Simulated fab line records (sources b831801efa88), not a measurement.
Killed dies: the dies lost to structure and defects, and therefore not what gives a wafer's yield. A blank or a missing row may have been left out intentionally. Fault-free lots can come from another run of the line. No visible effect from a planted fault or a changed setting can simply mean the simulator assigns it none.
2 desks, one fault + flow sky130 + numbers are kept per desk, each desk with only its own; the story behind them comes last

FOR THE TOOL OWNER'S DESK: pvd-sputter-02
At SKY_VIA3_SPUTTER_20 (material TiN, target thk 20 nm, time 80 s) the tool's own readings: per lot run on this tool, the mean of the sampled wafers that have a number. A lot is out of limits, marked OUT, if its mean lies more than 4 standard deviations from the usual mean; the brackets give that distance.
Columns: A = throttle-valve-pct at SKY_VIA3_SPUTTER_20, usual 30.0 %
| lot  | first seen here | A    |
|------|-----------------|------|
| L553 | day 41 06:43    | 30.3 |
| L565 | day 44 12:59    | 31.2 |
| L568 | day 45 06:21    | 28.9 |
This desk's verdict: no lot among the 3 shows anything out of limits.

THE METROLOGY DESK
What the gauges read for every lot (on any tool): the sampled wafers with a number, averaged. A lot is out of limits, marked OUT, if its mean lies more than 4 standard deviations from the usual mean; the brackets give that distance.
Columns: A = cd-nm at SKY_VIA3_CD_MEAS_12, usual 200.1 nm; B = VIA3_OVL at SKY_VIA3_OVL_MEAS_13, usual 2 nm
| lot  | first seen here | A     | B  |
|------|-----------------|-------|----|
| L553 | day 41 05:49    | 200.6 | 2  |
| L556 | day 41 22:11    | 198.1 | -1 |
| L561 | day 43 01:01    | 203.3 | 7  |
| L565 | day 44 12:09    | 200.7 | 7  |
| L568 | day 45 05:33    | 201.9 | -2 |
| L575 | day 46 21:35    | 199.9 | -1 |
This desk's verdict: no lot among the 6 shows anything out of limits.

BROUGHT TOGETHER
The tool owner's desk saw nothing out of limits.
At the metrology desk, nothing out of limits was observed.

WHAT THE SIMULATOR HAD INSERTED
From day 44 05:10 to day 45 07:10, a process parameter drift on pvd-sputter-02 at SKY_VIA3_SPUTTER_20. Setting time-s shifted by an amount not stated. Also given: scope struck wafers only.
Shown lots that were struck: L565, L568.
